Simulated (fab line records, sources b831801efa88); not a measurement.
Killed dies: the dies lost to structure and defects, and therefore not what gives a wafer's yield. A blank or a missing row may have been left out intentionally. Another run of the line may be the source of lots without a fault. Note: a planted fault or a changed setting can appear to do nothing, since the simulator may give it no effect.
fab line records ; flow sky130
record lots=13; wafers=39; lastDay=50
route steps=708 shown POLY_GATE@218 LDD_P@259 PAD_OPEN@708
lots with no fault: from the same line, run without faults
startH: the number of hours between the record's first day and the start of the first shown wafer of the lot ; waitH: how many hours have passed since the lot's step before this one ; " the same as in the row above ; L1.1+2: a row that stands for several wafers ; - no value present, or no start provided ; * or withheld: withheld ; < > ~ a bound
route shown NAME@n: NAME is a module with steps in the file, n the number in the route of the first one ; usual: mean and standard deviation over wafers with no fault ; same: alike in all rows ; chamber/n: place in a boat ; sites: each site's reading ; _std_site: how widely they spread, as a standard deviation ; _edge_site: the outer-site mean with the inner-site mean subtracted ; radiusMm: how far each site lies from the wafer's centre ; mask NAME#n: copy n ; behind: the last tool/chamber to shape the wafer ; hold: cause of the lot's hold/its duration in hours/its outcome ; device: the n, p or np transistor that did not switch ; end of line: at the end of the route, the tests of the same wafers ; a step with no rows: only its recipe ; killed: dies lost to structure and defects at the first sort, not the wafer's yield ; map: the dies of a wafer, with x for killed, . for not killed, _ for no die there
set.NAME: the setting that was run; set.NAME@STEP: the one run at that earlier step ; model.NAME: the simulator's own value behind a step, which no gauge read
one table for each step of the route and one row for each wafer, over a sample of lots
services: from which hour (startH, from the record's first day; less than 0 if before it) a tool's chamber was out of use, for how many hours, and why
## steps
# step SKY_POLY_GATE_THK_MEAS_04
# recipe reads=Si3N4_of_POLY_GATE_CVD_03
# usual POLY_GATE_CVD_03_THK=74.8/0.89
lot.wafer;tool;chamber;startH;waitH;POLY_GATE_CVD_03_THK[nm]
L155.2;filmMetro-02;-;339.45;0.0;74.2
L155.3;filmMetro-02;-;339.45;0.0;73.7
L155.4;filmMetro-02;-;339.45;0.0;74.5
L156.1;filmMetro-02;-;348.10;0.0;74.8
L156.3;filmMetro-02;-;348.10;0.0;74.7
L156.5;filmMetro-02;-;348.10;0.0;74.8
L157.1;filmMetro-01;-;353.50;0.0;73.0
L157.2;filmMetro-01;-;353.50;0.0;73.9
L157.3;filmMetro-01;-;353.50;0.0;73.5
L158.2;filmMetro-01;-;367.40;0.0;73.7
L158.3;filmMetro-01;-;367.40;0.0;74.7
L158.4;filmMetro-01;-;367.40;0.0;74.0
L159.2;filmMetro-01;-;373.85;0.0;73.8
L159.3;filmMetro-01;-;373.85;0.0;74.1
L159.5;filmMetro-01;-;373.85;0.0;74.0
L160.1;filmMetro-02;-;381.03;0.0;75.3
L160.3;filmMetro-02;-;381.03;0.0;75.1
L160.6;filmMetro-02;-;381.03;0.0;74.9
L161.1;filmMetro-02;-;395.27;0.0;75.5
L161.3;filmMetro-02;-;395.27;0.0;75.5
L161.4;filmMetro-02;-;395.27;0.0;75.6
L167.2;filmMetro-01;-;449.15;0.0;74.8
L167.3;filmMetro-01;-;449.15;0.0;74.7
L167.4;filmMetro-01;-;449.15;0.0;74.9
L169.3;filmMetro-02;-;470.60;0.0;74.0
L169.5;filmMetro-02;-;470.60;0.0;73.9
L169.6;filmMetro-02;-;470.60;0.0;73.9
L175.2;filmMetro-01;-;510.19;0.0;75.6
L175.3;filmMetro-01;-;510.19;0.0;74.5
L175.4;filmMetro-01;-;510.19;0.0;75.9
L176.1;filmMetro-02;-;521.77;0.0;74.2
L176.5;filmMetro-02;-;521.77;0.0;74.3
L176.6;filmMetro-02;-;521.77;0.0;73.9
L177.2;filmMetro-03;-;526.89;0.0;75.2
L177.4;filmMetro-03;-;526.89;0.0;75.4
L177.6;filmMetro-03;-;526.89;0.0;75.2
L178.1;filmMetro-03;-;535.43;0.0;71.6
L178.3;filmMetro-03;-;535.43;0.0;72.8
L178.6;filmMetro-03;-;535.43;0.0;72.7
# step SKY_POLY_GATE_ETCH_17
# recipe targetDepthNm=180; stopOn=SiO2; overEtchFrac=0.56667; chemistry=HBr/Cl2; target=poly-Si; icpW=400; biasW=100; pressureMtorr=10; HBr_flow_sccm=150; Cl2_flow_sccm=50; timeS=70.5
# usual drypumpMotorCurrentA=6.15/0.25; heBacksideLeakSccm=2.74/0.24; oesProductAu=0.990/0.0077; throttleValvePct=33.684/0.0085
lot.wafer;tool;chamber;startH;waitH;drypumpMotorCurrentA;heBacksideLeakSccm;oesProductAu;rfHoursCounterH;throttleValvePct
L155.2;rieSi-01;1;367.10;0.0;6.63;2.55;0.985;21;33.685
L155.3;rieSi-01;2;367.10;0.0;6.13;2.88;1.000;3;33.693
L155.4;rieSi-01;3;367.10;0.0;6.39;2.54;1.007;0;33.692
L156.1;rieSi-02;0;375.56;0.0;6.04;2.85;0.994;67;33.693
L156.3;rieSi-02;2;375.56;0.0;5.92;2.76;0.989;4;33.695
L156.5;rieSi-02;2;375.56;0.0;5.92;2.90;0.974;-;33.674
L157.1;rieSi-02;1;381.85;0.0;5.96;2.82;0.994;8;33.678
L157.2;rieSi-02;0;381.85;0.0;6.07;2.94;0.986;67;33.675
L157.3;rieSi-02;2;381.85;0.0;5.96;2.80;1.000;4;33.682
L158.2;rieSi-02;3;395.50;0.0;5.93;2.92;0.996;15;33.688
L158.3;rieSi-02;2;395.50;0.0;5.93;2.84;0.993;4;33.676
L158.4;rieSi-02;1;395.50;0.0;5.94;2.76;0.994;8;33.673
L159.2;rieSi-02;0;403.41;0.0;6.05;2.71;0.994;67;33.675
L159.3;rieSi-02;2;403.41;0.0;5.93;2.93;1.000;5;33.682
L159.5;rieSi-02;3;403.41;0.0;6.01;2.96;1.000;-;33.672
L160.1;rieSi-01;1;410.11;0.0;6.64;2.65;0.981;21;33.679
L160.3;rieSi-01;2;410.11;0.0;6.12;2.73;0.988;4;33.691
L160.6;rieSi-01;3;410.11;0.0;6.38;2.55;0.991;-;33.684
L161.1;rieSi-01;1;425.71;0.0;6.62;2.75;0.987;21;33.674
L161.3;rieSi-01;2;425.71;0.0;6.17;2.82;0.999;4;33.682
L161.4;rieSi-01;0;425.71;0.0;5.98;2.49;0.997;53;33.699
L167.2;rieSi-01;3;480.66;0.0;6.37;2.43;0.995;1;33.689
L167.3;rieSi-01;1;480.66;0.0;6.65;2.42;0.977;22;33.673
L167.4;rieSi-01;2;480.66;0.0;6.15;2.79;0.988;4;33.697
L169.3;rieSi-02;1;501.16;0.0;5.98;2.72;0.988;9;33.686
L169.5;rieSi-02;3;501.16;0.0;5.98;2.76;0.997;-;33.694
L169.6;rieSi-02;2;501.16;0.0;5.90;2.61;0.996;-;33.690
L175.2;rieSi-01;3;540.95;0.0;6.40;2.51;0.989;1;33.697
L175.3;rieSi-01;0;540.95;0.0;5.97;2.41;0.986;0;33.685
L175.4;rieSi-01;1;540.95;0.0;6.63;2.56;0.978;22;33.701
L176.1;rieSi-02;2;552.56;0.0;5.93;2.78;0.988;5;33.678
L176.5;rieSi-02;0;552.56;0.0;6.06;2.84;0.984;-;33.684
L176.6;rieSi-02;3;552.56;0.0;5.94;2.83;0.984;-;33.672
L177.2;rieSi-01;3;558.00;0.0;6.42;2.49;0.990;1;33.688
L177.4;rieSi-01;2;558.00;0.0;6.15;2.93;0.998;4;33.684
L177.6;rieSi-01;1;558.00;0.0;6.64;2.88;0.984;-;33.693
L178.1;rieSi-02;2;566.06;0.0;5.96;2.75;0.987;5;33.692
L178.3;rieSi-02;0;566.06;0.0;6.03;2.80;0.994;0;33.674
L178.6;rieSi-02;3;566.06;0.0;5.92;2.65;0.991;-;33.681
# step SKY_LDD_P_EXPOSE_04
# recipe maskId=PSDM; na=0.6; sourceShape=conventional; sigmaOuter=0.6; polarization=unpolarized; targetCdNm=380; doseMj=138
lot.wafer;tool;chamber;startH;waitH;mask
L155.2+3+4;ilineStepper-01;0;413.64;-;PSDM#0
L156.1+3+5;ilineStepper-01;0;424.07;-;PSDM#0
L157.1+2+3;ilineStepper-02;0;430.25;-;PSDM#0
L158.2+3+4;ilineStepper-01;0;443.72;-;PSDM#0
L159.2+3+5;ilineStepper-02;0;452.66;-;PSDM#0
L160.1+3+6;ilineStepper-01;0;460.35;-;PSDM#0
L161.1+3+4;ilineStepper-02;0;476.53;-;PSDM#0
L167.2+3+4;ilineStepper-01;0;529.41;-;PSDM#0
L169.3+5+6;ilineStepper-02;0;549.66;-;PSDM#0
L175.2+3+4;ilineStepper-02;0;588.36;-;PSDM#0
L176.1+5+6;ilineStepper-02;0;598.77;-;PSDM#0
L177.2+4+6;ilineStepper-02;0;604.34;-;PSDM#0
L178.1+3+6;ilineStepper-01;0;613.00;-;PSDM#0
# step SKY_LDD_P_CD_MEAS_07
# recipe targetCdNm=380
# usual cdNm=381.2/2.7
lot.wafer;tool;chamber;startH;waitH;cdNm
L155.2;cdSem-01;-;427.94;0.1;380.1
L155.3;cdSem-01;-;427.94;0.1;380.4
L155.4;cdSem-01;-;427.94;0.1;378.0
L156.1;cdSem-02;-;439.08;0.1;384.0
L156.3;cdSem-02;-;439.08;0.1;380.6
L156.5;cdSem-02;-;439.08;0.1;379.8
L157.1;cdSem-02;-;445.82;0.1;379.7
L157.2;cdSem-02;-;445.82;0.1;380.2
L157.3;cdSem-02;-;445.82;0.1;381.5
L158.2;cdSem-01;-;458.89;0.1;383.8
L158.3;cdSem-01;-;458.89;0.1;385.2
L158.4;cdSem-01;-;458.89;0.1;382.1
L159.2;cdSem-02;-;467.35;0.1;375.5
L159.3;cdSem-02;-;467.35;0.1;379.0
L159.5;cdSem-02;-;467.35;0.1;376.6
L160.1;cdSem-01;-;474.68;0.1;380.8
L160.3;cdSem-01;-;474.68;0.1;382.3
L160.6;cdSem-01;-;474.68;0.1;381.3
L161.1;cdSem-01;-;491.98;0.1;380.9
L161.3;cdSem-01;-;491.98;0.1;380.9
L161.4;cdSem-01;-;491.98;0.1;377.7
L167.2;cdSem-01;-;544.84;0.1;367.4
L167.3;cdSem-01;-;544.84;0.1;368.1
L167.4;cdSem-01;-;544.84;0.1;383.2
L169.3;cdSem-02;-;564.76;0.1;377.3
L169.5;cdSem-02;-;564.76;0.1;378.7
L169.6;cdSem-02;-;564.76;0.1;379.5
L175.2;cdSem-01;-;602.80;0.1;385.3
L175.3;cdSem-01;-;602.80;0.1;384.4
L175.4;cdSem-01;-;602.80;0.1;384.3
L176.1;cdSem-02;-;613.82;0.1;382.9
L176.5;cdSem-02;-;613.82;0.1;382.1
L176.6;cdSem-02;-;613.82;0.1;383.1
L177.2;cdSem-02;-;619.09;0.1;381.6
L177.4;cdSem-02;-;619.09;0.1;386.3
L177.6;cdSem-02;-;619.09;0.1;384.7
L178.1;cdSem-02;-;626.42;0.1;380.1
L178.3;cdSem-02;-;626.42;0.1;377.8
L178.6;cdSem-02;-;626.42;0.1;378.0
# step SKY_LDD_P_OVL_MEAS_08
# usual LDD_P_OVL=1.0/1.4
lot.wafer;tool;chamber;startH;waitH;LDD_P_OVL[nm]
L155.2;overlay-02;-;428.05;0.1;3.3
L155.3;overlay-02;-;428.05;0.1;3.0
L155.4;overlay-02;-;428.05;0.1;0.7
L156.1;overlay-01;-;439.20;0.1;-0.3
L156.3;overlay-01;-;439.20;0.1;-0.3
L156.5;overlay-01;-;439.20;0.1;-1.3
L157.1;overlay-02;-;445.94;0.1;-0.1
L157.2;overlay-02;-;445.94;0.1;-0.4
L157.3;overlay-02;-;445.94;0.1;-1.4
L158.2;overlay-02;-;459.00;0.1;2.3
L158.3;overlay-02;-;459.00;0.1;0.8
L158.4;overlay-02;-;459.00;0.1;1.5
L159.2;overlay-01;-;467.45;0.1;2.6
L159.3;overlay-01;-;467.45;0.1;2.2
L159.5;overlay-01;-;467.45;0.1;4.0
L160.1;overlay-01;-;474.80;0.1;4.5
L160.3;overlay-01;-;474.80;0.1;1.6
L160.6;overlay-01;-;474.80;0.1;0.4
L161.1;overlay-02;-;492.10;0.1;0.2
L161.3;overlay-02;-;492.10;0.1;2.1
L161.4;overlay-02;-;492.10;0.1;2.1
L167.2;overlay-01;-;544.95;0.1;2.9
L167.3;overlay-01;-;544.95;0.1;1.2
L167.4;overlay-01;-;544.95;0.1;1.4
L169.3;overlay-02;-;564.86;0.1;-0.1
L169.5;overlay-02;-;564.86;0.1;1.4
L169.6;overlay-02;-;564.86;0.1;0.4
L175.2;overlay-02;-;602.90;0.1;1.0
L175.3;overlay-02;-;602.90;0.1;2.3
L175.4;overlay-02;-;602.90;0.1;1.1
L176.1;overlay-02;-;613.94;0.1;1.8
L176.5;overlay-02;-;613.94;0.1;1.8
L176.6;overlay-02;-;613.94;0.1;-0.5
L177.2;overlay-02;-;619.20;0.1;2.9
L177.4;overlay-02;-;619.20;0.1;2.4
L177.6;overlay-02;-;619.20;0.1;2.6
L178.1;overlay-02;-;626.54;0.1;2.4
L178.3;overlay-02;-;626.54;0.1;1.5
L178.6;overlay-02;-;626.54;0.1;0.6
# step SKY_PAD_OPEN_PROBE_99
# usual killed_at_M0_to_M3=44/7.1; killed_at_M4_up=3.3/1.8; killedAtContacts=23/5.5; killedAtFrontEnd=15/4.5; killedAtOther=0.2/0.48; killedDies=85/8.4; killedOpen=46/6.6; killedShort=39/6.1
# same grossDies=492; killedAtBackSide=0
lot.wafer;tool;chamber;startH;waitH;killed_at_M0_to_M3;killed_at_M4_up;killedAtContacts;killedAtFrontEnd;killedAtOther;killedDies;killedOpen;killedShort
L159.2;prober-01;-;1101.30;1.0;51;1;30;14;0;96;57;39
L159.3;prober-01;-;1101.35;1.0;41;3;22;20;1;87;43;44
L159.5;prober-01;-;1101.45;1.1;42;1;23;17;0;83;56;27
L167.2;prober-01;-;1147.42;0.1;41;4;25;23;1;94;57;36
L167.3;prober-01;-;1147.47;0.2;50;4;34;12;0;100;51;49
L167.4;prober-01;-;1147.52;0.2;50;4;18;15;1;88;50;38
L169.3;prober-02;-;1164.11;0.2;56;6;22;9;1;94;50;42
L169.5;prober-02;-;1164.21;0.2;39;2;26;14;0;81;42;39
L169.6;prober-02;-;1164.26;0.2;36;4;32;8;0;80;43;36
L175.2;prober-02;-;1185.08;0.1;43;2;26;13;1;85;44;40
L175.3;prober-02;-;1185.13;0.2;39;4;28;13;0;84;41;43
L175.4;prober-02;-;1185.18;0.2;44;6;31;15;1;97;46;50
L176.1;prober-01;-;1189.41;0.1;41;2;29;17;0;89;46;43
L176.5;prober-01;-;1189.61;0.2;59;3;20;8;1;91;58;33
L176.6;prober-01;-;1189.66;0.2;37;4;14;19;0;74;40;34
# killed by level:class
L159.2 CONTACT:geometricParticle:open=15 VIA1:geometricParticle:open=15 FIELD_ISO:geometricParticle:open=8 METAL1:geometricParticle:short=7 CONTACT:geometricParticle:short=6 VIA3:geometricParticle:open=6 VIA1:geometricParticle:short=5 VIA2:geometricParticle:short=5
L159.3 VIA1:geometricParticle:open=11 FIELD_ISO:geometricParticle:open=6 FIELD_ISO:geometricParticle:short=6 VIA3:geometricParticle:open=6 CONTACT:geometricParticle:open=6 LOCAL_INTERCONNECT:geometricParticle:short=5 VIA2:geometricParticle:open=5 POLY_GATE:geometricParticle:short=4
L159.5 CONTACT:geometricParticle:open=12 VIA1:geometricParticle:open=9 VIA3:geometricParticle:open=8 VIA2:geometricParticle:open=7 FIELD_ISO:geometricParticle:open=5 POLY_GATE:geometricParticle:open=4 LI_CONTACT:geometricParticle:open=4 VIA3:geometricParticle:short=4
L167.2 CONTACT:geometricParticle:open=14 VIA1:geometricParticle:open=11 POLY_GATE:geometricParticle:open=7 FIELD_ISO:geometricParticle:open=6 LI_CONTACT:geometricParticle:open=6 VIA2:geometricParticle:short=6 METAL2:geometricParticle:short=6 VIA3:geometricParticle:open=4
L167.3 CONTACT:geometricParticle:open=12 VIA1:geometricParticle:open=9 CONTACT:geometricParticle:short=8 VIA3:geometricParticle:short=8 METAL2:geometricParticle:short=8 LOCAL_INTERCONNECT:geometricParticle:short=7 VIA3:geometricParticle:open=7 LI_CONTACT:geometricParticle:open=5
L167.4 VIA1:geometricParticle:open=15 VIA3:geometricParticle:open=9 CONTACT:geometricParticle:open=8 METAL2:geometricParticle:short=8 VIA2:geometricParticle:open=5 POLY_GATE:geometricParticle:open=4 POLY_GATE:geometricParticle:short=4 METAL4:geometricParticle:short=4
L169.3 VIA1:geometricParticle:open=11 VIA2:geometricParticle:open=10 METAL2:geometricParticle:short=8 LI_CONTACT:geometricParticle:open=8 VIA1:geometricParticle:short=7 CONTACT:geometricParticle:open=6 METAL3:geometricParticle:short=6 VIA3:geometricParticle:open=5
L169.5 LI_CONTACT:geometricParticle:open=10 VIA3:geometricParticle:open=9 FIELD_ISO:geometricParticle:open=5 LI_CONTACT:geometricParticle:short=5 VIA2:geometricParticle:open=5 VIA3:geometricParticle:short=5 FIELD_ISO:geometricParticle:short=4 LOCAL_INTERCONNECT:geometricParticle:short=4
L169.6 CONTACT:geometricParticle:open=15 VIA1:geometricParticle:open=8 METAL1:geometricParticle:short=8 LI_CONTACT:geometricParticle:open=7 VIA2:geometricParticle:open=5 CONTACT:geometricParticle:short=4 VIA2:geometricParticle:short=4 POLY_GATE:geometricParticle:short=3
L175.2 VIA1:geometricParticle:open=13 LI_CONTACT:geometricParticle:open=9 VIA3:geometricParticle:short=7 CONTACT:geometricParticle:open=6 LI_CONTACT:geometricParticle:short=5 VIA3:geometricParticle:open=5 METAL2:geometricParticle:short=4 POLY_GATE:geometricParticle:open=3
L175.3 CONTACT:geometricParticle:open=11 VIA3:geometricParticle:open=8 LI_CONTACT:geometricParticle:open=7 VIA1:geometricParticle:open=5 METAL3:geometricParticle:short=5 VIA3:geometricParticle:short=5 FIELD_ISO:geometricParticle:short=4 CONTACT:geometricParticle:short=4
L175.4 VIA1:geometricParticle:open=13 CONTACT:geometricParticle:open=12 LI_CONTACT:geometricParticle:open=8 VIA1:geometricParticle:short=7 POLY_GATE:geometricParticle:short=5 LOCAL_INTERCONNECT:geometricParticle:short=5 CONTACT:geometricParticle:short=5 METAL1:geometricParticle:short=5
L176.1 VIA2:geometricParticle:open=13 CONTACT:geometricParticle:open=9 LI_CONTACT:geometricParticle:open=8 FIELD_ISO:geometricParticle:open=6 FIELD_ISO:geometricParticle:short=6 CONTACT:geometricParticle:short=6 VIA1:geometricParticle:short=6 VIA1:geometricParticle:open=4
L176.5 VIA1:geometricParticle:open=14 VIA2:geometricParticle:open=13 LI_CONTACT:geometricParticle:open=8 VIA3:geometricParticle:open=7 CONTACT:geometricParticle:open=6 METAL1:geometricParticle:short=5 VIA1:geometricParticle:short=5 METAL2:geometricParticle:short=5
L176.6 FIELD_ISO:geometricParticle:open=11 VIA3:geometricParticle:open=8 VIA2:geometricParticle:open=5 FIELD_ISO:geometricParticle:short=4 LI_CONTACT:geometricParticle:open=4 METAL1:geometricParticle:short=4 METAL2:geometricParticle:short=4 VIA2:geometricParticle:short=4
## services
tool;chamber;startH;hours;kind
rieSi-02;3;374.92;7.8;repair
ilineStepper-01;-;392.67;1.7;pm
ilineStepper-02;0;396.55;-;calibration
ilineStepper-02;-;405.78;1.7;pm
rieSi-02;0;447.36;-;clean
rieSi-02;0;447.36;16.5;scheduledDown
rieSi-02;0;447.36;16.5;ventCycle
rieSi-02;-;452.92;0.7;repair
rieSi-02;2;483.93;6.0;repair
rieSi-02;2;502.18;25.2;repair
rieSi-01;0;508.85;-;clean
rieSi-01;0;508.85;16.1;scheduledDown
rieSi-01;0;508.85;16.1;ventCycle
ilineStepper-01;0;535.29;-;calibration
rieSi-01;-;535.96;2.8;pm
ilineStepper-01;-;559.23;0.6;repair
rieSi-02;1;565.04;12.5;repair
rieSi-02;3;591.87;10.6;repair
ilineStepper-01;-;610.85;1.7;pm
## key
firstSign step=SKY_LDD_P_CD_MEAS_07; reading=cdNm; direction=down; sigmas=5; usual=381.2; struck=367.7
effect none on later readings
metAt SKY_LDD_P_EXPOSE_04
struckLots L167
struckWafers L167.2,L167.3
testerLeftOut L167
notActingAt SKY_POLY_GATE_THK_MEAS_04,SKY_POLY_GATE_ETCH_17,SKY_LDD_P_OVL_MEAS_08
onsetBetween 460.35 529.41
fault kind=processParameterDrift; tool=ilineStepper-01; chamber=-; onsetH=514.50; steps=SKY_LDD_P_EXPOSE_04; channel=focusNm; offset=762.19; shape=step; endH=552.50; scope=struckWafersOnly
# testerLeftOut: of these lots the tester's yield and bins aren't shown, on N5 and GAA mostly nor the transistor test; their killed dies are dies lost to structure and defects alone, not to doping, threshold or leakage, so they don't give the yield
